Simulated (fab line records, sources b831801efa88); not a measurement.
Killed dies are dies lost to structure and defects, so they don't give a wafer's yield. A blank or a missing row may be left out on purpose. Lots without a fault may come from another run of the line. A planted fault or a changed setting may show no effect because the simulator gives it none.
fab line records | flow sky130
record lots=6 wafers=18 last_day=49
route steps=708 shown METAL1@455 VIA1@458 PAD_OPEN@708
lots that met no fault: from a run of the same line without faults
start_h: hours from the record's first day to the start of the lot's first wafer shown | wait_h: hours since the lot's step before | " the same as in the row above | L1.1+2: a row that stands for several wafers | - no value, or no start given | * or withheld: withheld | < > ~ a bound
route shown NAME@n: a module of which the file shows steps, and the number in the route of the first | usual: mean/standard deviation of fault-free wafers | same: alike in all rows | chamber/n: place in a boat | sites: the reading at each site | _std_site: their standard deviation | _edge_site: outer sites' mean less inner sites' | radius_mm: how far each site lies from the wafer's centre | mask NAME#n: copy n | behind: the tool/chamber that last shaped the wafer | hold: why the lot was held/for how many hours/how that ended | device: the transistor (n, p or np) that didn't switch | end of line: the same wafers' tests at the end of the route | a step without rows: its recipe alone | killed: dies lost to structure and defects at the first sort, not the wafer's yield | map: a wafer's dies, x killed, . not, _ none there
set.NAME: the setting as run; set.NAME@STEP: as run at that earlier step | model.NAME: the simulator's own value behind a step, which no gauge read
lots at some steps of the route; a table a step, a row a wafer
services: from which hour (start_h, from the record's first day; less than 0 if before it) a tool's chamber was out of use, for how many hours, and why
## steps
# step SKY_METAL1_STRIP_21
# recipe chemistry=post_etch_residue_remover time_s=1200 temp_c=72.5
# step SKY_METAL1_CLEAN_22
# recipe chemistry=IPA time_s=180 temp_c=25
# step SKY_METAL1_CLEAN_23
# recipe chemistry=O3/DIW dry=n2_spin
# step SKY_VIA1_HDPCVD_00
# recipe material=SiO2 target_thk_nm=1030 sigma_open_frac=0.3 time_s=171.7 temp_c=400 sih4_flow_sccm=60 pressure_mtorr=6
# step SKY_VIA1_THK_MEAS_01
# recipe reads=SiO2_of_VIA1_HDPCVD_00
# usual VIA1_HDPCVD_THK=1026/10
# columns lot.wafer tool chamber start_h wait_h VIA1_HDPCVD_THK[nm]
L274.1 film_metro-03 - 768.23 0.1 1020
L274.2 " - " " 1011
L274.4 " - " " 1006
L275.1 film_metro-04 - 772.96 0.1 1011
L275.3 " - " " 1029
L275.6 " - " " 1018
L281.1 film_metro-03 - 829.11 0.1 1007
L281.2 " - " " 1026
L281.4 " - " " 1031
L283.1 film_metro-04 - 842.93 0.1 1020
L283.2 " - " " 1021
L283.3 " - " " 1015
L285.1 film_metro-01 - 858.36 0.1 1018
L285.3 " - " " 1016
L285.6 " - " " 1019
L293.1 film_metro-04 - 917.40 0.1 1023
L293.4 " - " " 1041
L293.6 " - " " 1028
# step SKY_VIA1_CMP_02
# recipe material=SiO2 down_force_psi=4 platen_rpm=60 pad_velocity_m_s=0.94248
# usual head_pressure_psi=4.000/0.009 motor_current_A=11.7/1.4
# columns lot.wafer tool chamber start_h wait_h head_pressure_psi motor_current_A
L274.4 cmp-02 3 768.29 0.0 4.015 11.9
L274.2 " 1 " " 3.998 9.7
L274.1 " 2 " " 3.999 12.1
L275.3 cmp-01 3 773.12 0.1 3.998 11.3
L275.1 " 0 " " 4.007 9.7
L275.6 " 2 " " 3.999 12.0
L281.1 cmp-01 3 829.22 0.1 4.005 11.7
L281.4 " 0 " " 4.002 10.3
L281.2 " 1 " " 3.998 14.2
L283.3 cmp-01 3 842.99 0.0 3.990 11.4
L283.2 " 0 " " 4.001 9.7
L283.1 " 2 " " 3.989 11.5
L285.1 cmp-01 0 858.52 0.1 4.006 10.1
L285.3 " 1 " " 4.003 14.8
L285.6 " 3 " " 3.996 11.2
L293.4 cmp-02 2 917.56 0.1 3.996 12.0
L293.1 " 3 " " 3.988 12.8
L293.6 " 0 " " 4.006 12.7
# step SKY_VIA1_BOW_MEAS_03
# recipe mode=bow
# usual VIA1_BOW=80/7.1
# columns lot.wafer tool chamber start_h wait_h VIA1_BOW[um]
L274.1 film_metro-01 - 768.59 0.1 84
L274.2 " - " " 81
L274.4 " - " " 84
L275.1 film_metro-03 - 773.32 0.1 84
L275.3 " - " " 85
L275.6 " - " " 87
L281.1 film_metro-01 - 829.47 0.2 81
L281.2 " - " " 88
L281.4 " - " " 82
L283.1 film_metro-01 - 843.29 0.1 73
L283.2 " - " " 87
L283.3 " - " " 75
L285.1 film_metro-03 - 858.72 0.1 88
L285.3 " - " " 75
L285.6 " - " " 69
L293.1 film_metro-03 - 917.76 0.1 76
L293.4 " - " " 79
L293.6 " - " " 86
# step SKY_VIA1_DEHYDRATE_04
# recipe temp_c=200 time_s=60
# step SKY_VIA1_HMDS_05
# recipe prime_time_s=60 prime_temp_c=120
# step SKY_VIA1_COAT_06
# recipe resist=BARC temp_c=withheld time_s=withheld spin_rpm=3000 resist_thk_nm=60
# step SKY_VIA1_COAT_07
# recipe resist=KrF-thick spin_rpm=3000 resist_thk_nm=450
# step SKY_VIA1_SOFTBAKE_08
# recipe temp_c=100 time_s=90 resist=KrF-thick
# step SKY_VIA1_EXPOSE_09
# recipe mask_id=VIM na=0.8 source_shape=annular sigma_inner=0.55 sigma_outer=0.85 target_cd_nm=150 dose_mj=38
# usual exposure_dose_mJ_cm2=37.93/0.064 focus_offset_nm=-0.1/0.52
# columns lot.wafer tool chamber start_h wait_h mask exposure_dose_mJ_cm2 focus_offset_nm
L274.1 krf_scanner-02 0 782.20 - VIM#0 38.00 0.7
L274.2 " 0 " " VIM#0 38.03 0.3
L274.4 " 0 " " VIM#0 37.98 0.5
L275.1 krf_scanner-01 0 787.36 - VIM#0 37.85 -0.1
L275.3 " 0 " " VIM#0 37.88 0.0
L275.6 " 0 " " VIM#0 37.85 0.4
L281.1 krf_scanner-02 0 842.15 - VIM#0 36.93 0.0
L281.2 " 0 " " VIM#0 36.80 0.1
L281.4 " 0 " " VIM#0 36.85 0.0
L283.1 krf_scanner-02 0 856.11 - VIM#0 37.11 -1.1
L283.2 " 0 " " VIM#0 37.01 0.3
L283.3 " 0 " " VIM#0 37.04 -0.8
L285.1 krf_scanner-01 0 871.98 - VIM#0 37.90 0.7
L285.3 " 0 " " VIM#0 37.88 -0.4
L285.6 " 0 " " VIM#0 37.87 -0.2
L293.1 krf_scanner-01 0 930.41 - VIM#0 37.88 -0.2
L293.4 " 0 " " VIM#0 37.90 -0.1
L293.6 " 0 " " VIM#0 37.89 0.1
# step SKY_VIA1_PEB_10
# recipe peb_temp_c=withheld peb_time_s=withheld resist=KrF-thick
# step SKY_VIA1_DEVELOP_11
# recipe develop_time_s=60 resist=KrF-thick dev_temp_c=21
# step SKY_VIA1_CD_MEAS_12
# recipe target_cd_nm=150
# usual cd_nm=150.1/1.5
# columns lot.wafer tool chamber start_h wait_h cd_nm
L274.1 cd_sem-02 - 795.23 - 151.7
L274.2 " - " " 150.7
L274.4 " - " " 151.2
L275.1 cd_sem-01 - 800.23 - 148.3
L275.3 " - " " 149.5
L275.6 " - " " 149.5
L281.1 cd_sem-02 - 854.83 - 147.1
L281.2 " - " " 147.5
L281.4 " - " " 147.8
L283.1 cd_sem-02 - 868.52 - 146.6
L283.2 " - " " 146.5
L283.3 " - " " 145.1
L285.1 cd_sem-01 - 884.57 - 150.6
L285.3 " - " " 150.0
L285.6 " - " " 149.9
L293.1 cd_sem-02 - 942.20 - 152.7
L293.4 " - " " 150.9
L293.6 " - " " 152.2
# step SKY_VIA1_OVL_MEAS_13
# usual VIA1_OVL=-6/5.6
# columns lot.wafer tool chamber start_h wait_h VIA1_OVL[nm]
L274.1 overlay-01 - 795.35 0.1 -4
L274.2 " - " " -8
L274.4 " - " " -12
L275.1 overlay-02 - 800.35 0.1 -14
L275.3 " - " " -9
L275.6 " - " " -5
L281.1 overlay-01 - 854.95 0.1 -2
L281.2 " - " " -4
L281.4 " - " " -8
L283.1 overlay-01 - 868.64 0.1 -4
L283.2 " - " " 3
L283.3 " - " " -5
L285.1 overlay-02 - 884.69 0.1 -2
L285.3 " - " " 2
L285.6 " - " " -4
L293.1 overlay-02 - 942.32 0.1 -6
L293.4 " - " " -5
L293.6 " - " " 5
# step SKY_VIA1_ETCH_14
# recipe chemistry=N2/H2 target=BARC ion_energy_ev=200 source_w=500 bias_w=100 pressure_mtorr=30 n2_flow_sccm=100 h2_flow_sccm=200 stop_on=SiO2 time_s=45.9 target_depth_a=600
# usual bias_w=100.0/0.32 drypump_motor_current_A=5.8/0.37 oes_product_au=0.855/0.0044 throttle_valve_pct=13.225/0.0089
# columns lot.wafer tool chamber start_h wait_h bias_w drypump_motor_current_A oes_product_au rf_hours_counter_h throttle_valve_pct model.VIA1.cd_nm
L274.1 rie_diel-02 0 795.39 0.0 100.0 5.7 0.848 1 13.214 151.7
L274.2 " 1 " " 100.2 6.0 0.862 10 13.239 148.9
L274.4 " 2 " " 99.8 5.5 0.855 12 13.220 150.5
L275.1 rie_diel-03 1 800.39 0.0 100.1 5.9 0.854 12 13.240 147.4
L275.3 " 2 " " 100.2 5.4 0.853 17 13.216 148.7
L275.6 " 1 " " 100.4 5.8 0.859 - 13.231 148
L281.1 rie_diel-04 0 854.99 0.0 100.3 5.1 0.860 4 13.219 146.2
L281.2 " 1 " " 100.1 5.8 0.858 3 13.226 146.5
L281.4 " 0 " " 100.2 5.0 0.859 - 13.240 146.8
L283.1 rie_diel-03 3 868.68 0.0 100.3 5.7 0.854 11 13.232 146.3
L283.2 " 2 " " 99.8 5.4 0.849 19 13.225 146.2
L283.3 " 0 " " 100.3 6.1 0.854 13 13.231 145
L285.1 rie_diel-04 1 884.73 0.0 99.9 5.9 0.857 3 13.208 150.5
L285.3 " 3 " " 100.2 6.4 0.849 7 13.228 150.6
L285.6 " 1 " " 99.8 5.9 0.854 - 13.237 149.9
L293.1 rie_diel-04 3 942.36 0.0 100.1 6.5 0.858 8 13.236 153.2
L293.4 " 2 " " 100.0 5.9 0.861 1 13.237 151.2
L293.6 " 0 " " 99.6 5.0 0.860 - 13.238 152.1
# step SKY_VIA1_ETCH_15
# recipe target=SiO2 chemistry=C4F8/O2/Ar target_depth_nm=351 stop_on=TiN mask_material=KrF-thick source_w=1500 bias_w=1200 pressure_mtorr=40 c4f8_flow_sccm=withheld O2_flow_sccm=6 Ar_flow_sccm=300 time_s=54
# usual bias_w=1200/3.5 oes_product_au=0.980/0.0065
# columns lot.wafer tool chamber start_h wait_h bias_w oes_product_au rf_hours_counter_h
L274.1 rie_diel-02 0 795.43 0.0 1200 0.984 1
L274.2 " 1 " " 1197 0.980 10
L274.4 " 2 " " 1197 0.983 12
L275.1 rie_diel-03 1 800.43 0.0 1200 0.982 12
L275.3 " 2 " " 1202 0.982 17
L275.6 " 1 " " 1203 0.981 -
L281.1 rie_diel-04 0 855.03 0.0 1200 1.002 4
L281.2 " 1 " " 1202 0.987 3
L281.4 " 0 " " 1199 0.983 -
L283.1 rie_diel-03 3 868.72 0.0 1200 0.969 11
L283.2 " 2 " " 1198 0.973 19
L283.3 " 0 " " 1197 0.975 13
L285.1 rie_diel-04 1 884.77 0.0 1199 0.983 3
L285.3 " 3 " " 1201 0.983 7
L285.6 " 1 " " 1196 0.975 -
L293.1 rie_diel-04 3 942.40 0.0 1201 0.976 9
L293.4 " 2 " " 1202 0.988 1
L293.6 " 0 " " 1206 0.981 -
# step SKY_PAD_OPEN_PROBE_99
# usual defect_limited_yield=82.8/1.8 killed_at_M0_to_M3=43/6.3 killed_at_M4_up=3.1/1.9 killed_at_contacts=24/5.1 killed_at_front_end=14/4.3 killed_at_other=0.3/0.53 killed_dies=85/8.8 killed_open=46/7.1 killed_short=38/5.9 sort_bin_3_pad_short=0.8/0.41 sort_bin_5_function=10.4/1.5 sort_bin_6_memory=6.1/1.1 sort_n_pass=407/8.8 sort_yield_pct=82.8/1.8
# same gross_dies=492 killed_at_back_side=0 sort_bin_4_leakage[%]=0 sort_bin_8_speed[%]=0
# columns lot.wafer tool chamber start_h wait_h defect_limited_yield[%] killed_at_M0_to_M3 killed_at_M4_up killed_at_contacts killed_at_front_end killed_at_other killed_dies killed_open killed_short sort_bin_3_pad_short[%] sort_bin_5_function[%] sort_bin_6_memory[%] sort_n_pass sort_yield_pct[%] model.etest.via1_chain.rc_ohm
L274.1 prober-02 - 1078.78 0.1 86.0 32 2 18 17 0 69 39 30 0.2 8.3 5.5 423 86.0 15.07
L274.2 prober-02 - 1078.83 0.1 83.1 52 2 20 9 0 83 49 34 1.4 9.8 5.7 409 83.1 17.41
L274.4 prober-02 - 1078.93 0.2 86.4 36 1 19 11 0 67 34 33 0.4 7.1 6.1 425 86.4 17
L275.1 prober-01 - 1082.77 0.1 81.5 49 8 25 9 0 91 59 32 0.6 11.2 6.7 401 81.5 18.1
L275.3 prober-01 - 1082.87 0.2 85.0 32 5 21 16 0 74 41 33 0.8 9.8 4.5 418 85.0 16.25
L275.6 prober-01 - 1083.02 0.2 85.2 42 4 22 5 0 73 44 29 1.0 8.3 5.5 419 85.2 16.89
L281.1 prober-01 - 1124.78 0.1 85.2 31 1 28 13 0 73 41 32 0.8 8.3 5.7 419 85.2 17.72
L281.2 prober-01 - 1124.83 0.1 78.9 43 5 38 18 0 104 61 43 0.6 14.4 6.1 388 78.9 16.36
L281.4 prober-01 - 1124.93 0.2 82.5 47 5 16 18 0 86 44 42 0.8 9.3 7.3 406 82.5 17.19
L283.1 prober-01 - 1132.57 0.1 84.8 35 2 28 10 0 75 36 39 0.4 10.0 4.9 417 84.8 18.29
L283.2 prober-01 - 1132.62 0.1 84.3 39 0 23 14 1 77 38 39 0.6 10.2 4.9 415 84.3 17.2
L283.3 prober-01 - 1132.67 0.2 80.5 48 5 31 12 0 96 56 40 0.4 12.2 6.9 396 80.5 18.78
L285.1 prober-01 - 1145.45 0.1 83.3 38 4 27 13 0 82 51 31 1.2 10.6 4.9 410 83.3 16.23
L285.3 prober-01 - 1145.55 0.2 83.5 46 2 23 10 0 81 40 41 1.0 9.3 6.1 411 83.5 15.44
L285.6 prober-01 - 1145.70 0.2 80.7 54 3 29 9 0 95 50 45 0.8 11.0 7.5 397 80.7 16.52
L293.1 prober-01 - 1186.40 0.1 82.5 36 5 26 19 0 86 47 39 0.8 10.6 6.1 406 82.5 14.91
L293.4 prober-01 - 1186.55 0.2 82.5 33 1 35 17 0 86 53 32 0.6 8.7 8.1 406 82.5 15.63
L293.6 prober-01 - 1186.65 0.2 85.6 33 2 20 16 0 71 38 33 1.6 7.5 5.3 421 85.6 15.93
# killed by level:class
L274.1 FIELD_ISO:geometric_particle:open=10 VIA1:geometric_particle:open=8 VIA3:geometric_particle:open=8 CONTACT:geometric_particle:short=6 METAL1:geometric_particle:short=5 LI_CONTACT:geometric_particle:open=5 FIELD_ISO:geometric_particle:short=4 METAL2:geometric_particle:short=4
L274.2 VIA1:geometric_particle:open=15 LI_CONTACT:geometric_particle:open=11 VIA3:geometric_particle:open=7 VIA1:geometric_particle:short=7 METAL3:geometric_particle:short=5 FIELD_ISO:geometric_particle:open=4 CONTACT:geometric_particle:short=4 CONTACT:geometric_particle:open=4
L274.4 CONTACT:geometric_particle:short=9 METAL2:geometric_particle:short=7 VIA1:geometric_particle:open=6 FIELD_ISO:geometric_particle:open=5 CONTACT:geometric_particle:open=5 FIELD_ISO:geometric_particle:short=4 METAL1:geometric_particle:open=4 VIA1:geometric_particle:short=4
L275.1 CONTACT:geometric_particle:open=14 VIA1:geometric_particle:open=12 VIA3:geometric_particle:open=8 VIA2:geometric_particle:open=7 METAL4:geometric_particle:short=6 LI_CONTACT:geometric_particle:open=5 VIA2:geometric_particle:short=5 VIA1:geometric_particle:short=4
L275.3 CONTACT:geometric_particle:open=9 VIA1:geometric_particle:open=8 FIELD_ISO:geometric_particle:open=7 VIA3:geometric_particle:open=5 VIA3:geometric_particle:short=5 METAL2:geometric_particle:short=4 LI_CONTACT:geometric_particle:short=4 POLY_GATE:geometric_particle:open=3
L275.6 VIA1:geometric_particle:open=14 CONTACT:geometric_particle:open=9 VIA3:geometric_particle:open=7 LI_CONTACT:geometric_particle:open=6 VIA2:geometric_particle:open=4 CONTACT:geometric_particle:short=4 VIA1:geometric_particle:short=4 METAL2:geometric_particle:short=4
L281.1 LI_CONTACT:geometric_particle:open=9 CONTACT:geometric_particle:open=8 LOCAL_INTERCONNECT:geometric_particle:short=7 VIA1:geometric_particle:open=7 METAL2:geometric_particle:short=4 FIELD_ISO:geometric_particle:open=4 VIA3:geometric_particle:short=4 VIA3:geometric_particle:open=4
L281.2 CONTACT:geometric_particle:open=15 LI_CONTACT:geometric_particle:open=11 VIA2:geometric_particle:open=10 VIA1:geometric_particle:open=9 POLY_GATE:geometric_particle:open=6 VIA2:geometric_particle:short=6 FIELD_ISO:geometric_particle:short=5 CONTACT:geometric_particle:short=5
L281.4 VIA1:geometric_particle:open=15 VIA1:geometric_particle:short=7 VIA3:geometric_particle:open=6 POLY_GATE:geometric_particle:short=5 POLY_GATE:geometric_particle:open=5 CONTACT:geometric_particle:open=5 METAL2:geometric_particle:short=5 FIELD_ISO:geometric_particle:open=4
L283.1 CONTACT:geometric_particle:open=8 CONTACT:geometric_particle:short=7 VIA1:geometric_particle:short=7 VIA3:geometric_particle:open=7 METAL1:geometric_particle:short=6 LI_CONTACT:geometric_particle:open=5 LOCAL_INTERCONNECT:geometric_particle:short=4 VIA1:geometric_particle:open=4
L283.2 VIA1:geometric_particle:open=9 LI_CONTACT:geometric_particle:open=7 CONTACT:geometric_particle:short=7 VIA3:geometric_particle:open=7 VIA1:geometric_particle:short=6 FIELD_ISO:geometric_particle:short=5 CONTACT:geometric_particle:open=5 METAL3:geometric_particle:short=5
L283.3 CONTACT:geometric_particle:open=14 METAL2:geometric_particle:short=11 VIA1:geometric_particle:open=9 VIA3:geometric_particle:open=8 VIA2:geometric_particle:open=6 CONTACT:geometric_particle:short=6 LI_CONTACT:geometric_particle:open=5 METAL1:geometric_particle:short=5
L285.1 CONTACT:geometric_particle:open=11 VIA2:geometric_particle:open=9 VIA1:geometric_particle:open=8 LI_CONTACT:geometric_particle:open=5 CONTACT:geometric_particle:short=5 POLY_GATE:geometric_particle:short=4 LOCAL_INTERCONNECT:geometric_particle:open=4 METAL1:geometric_particle:short=4
L285.3 VIA1:geometric_particle:open=13 VIA1:geometric_particle:short=8 LI_CONTACT:geometric_particle:open=6 LOCAL_INTERCONNECT:geometric_particle:short=6 CONTACT:geometric_particle:short=5 METAL1:geometric_particle:short=5 VIA2:geometric_particle:open=5 CONTACT:geometric_particle:open=4
L285.6 VIA1:geometric_particle:open=12 LI_CONTACT:geometric_particle:open=10 CONTACT:geometric_particle:open=10 METAL2:geometric_particle:short=8 METAL1:geometric_particle:short=7 VIA1:geometric_particle:short=6 VIA2:geometric_particle:open=6 CONTACT:geometric_particle:short=5
L293.1 CONTACT:geometric_particle:open=10 VIA1:geometric_particle:open=9 FIELD_ISO:geometric_particle:short=6 FIELD_ISO:geometric_particle:open=6 CONTACT:geometric_particle:short=6 VIA3:geometric_particle:open=6 METAL1:geometric_particle:short=5 METAL2:geometric_particle:short=5
L293.4 CONTACT:geometric_particle:open=12 CONTACT:geometric_particle:short=8 VIA1:geometric_particle:open=8 POLY_GATE:geometric_particle:open=7 FIELD_ISO:geometric_particle:open=6 LI_CONTACT:geometric_particle:short=5 VIA3:geometric_particle:open=5 LI_CONTACT:geometric_particle:open=4
L293.6 CONTACT:geometric_particle:open=6 VIA1:geometric_particle:open=6 VIA3:geometric_particle:open=5 FIELD_ISO:geometric_particle:open=4 POLY_GATE:geometric_particle:open=4 POLY_GATE:geometric_particle:short=4 LI_CONTACT:geometric_particle:open=4 LI_CONTACT:geometric_particle:short=4
## services
# columns tool chamber start_h hours kind
krf_scanner-01 - 751.76 1.0 pm
krf_scanner-01 - 756.90 4.0 pm
krf_scanner-02 - 771.17 1.8 repair
krf_scanner-02 - 773.63 0.5 repair
krf_scanner-01 - 790.43 1.0 repair
rie_diel-03 0 792.33 14.0 repair
rie_diel-04 1 800.22 8.2 repair
cmp-01 - 802.23 0.9 repair
krf_scanner-01 - 809.68 0.2 repair
krf_scanner-02 - 825.29 1.0 pm
krf_scanner-02 - 837.44 0.2 repair
rie_diel-04 2 842.39 7.5 repair
krf_scanner-02 - 847.35 1.3 pm
krf_scanner-02 - 853.16 0.8 pm
krf_scanner-01 - 853.24 16.6 repair
rie_diel-04 2 854.87 1.9 repair
rie_diel-04 1 861.82 5.2 repair
rie_diel-03 1 862.36 25.6 repair
rie_diel-04 0 880.77 4.7 repair
rie_diel-03 - 881.04 0.2 repair
rie_diel-04 3 898.14 1.9 repair
rie_diel-03 3 907.79 4.5 repair
cmp-01 - 912.11 4.0 pm
rie_diel-03 0 923.08 4.2 repair
## key
first_sign step=SKY_VIA1_EXPOSE_09 reading=exposure_dose_mJ_cm2 direction=down sigmas=15 usual=* struck=*
effect step=SKY_VIA1_CD_MEAS_12 reading=cd_nm direction=down sigmas=2.2 usual=150.1 struck=146.8 through=control_loop
model_effect step=SKY_VIA1_ETCH_14 value=VIA1.cd_nm without=151.3 struck=146.2
model_effect step=SKY_PAD_OPEN_PROBE_99 value=etest.via1_chain.rc_ohm without=16.45 struck=17.59
met_at SKY_VIA1_EXPOSE_09
struck_wafers L281.1,L281.2,L281.4,L283.1,L283.2,L283.3
loop_trim step=SKY_VIA1_EXPOSE_09 setting=dose lots=L283
onset_between 782.20 842.15
fault kind=process_parameter_drift tool=krf_scanner-02 chamber=- onset_h=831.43 steps=SKY_VIA1_EXPOSE_09 channel=dose_mj offset=-1.1127 shape=step acts_in=these_recipes_only stated=38
# loop_trim: a control loop set the setting to another value than it would have without faults
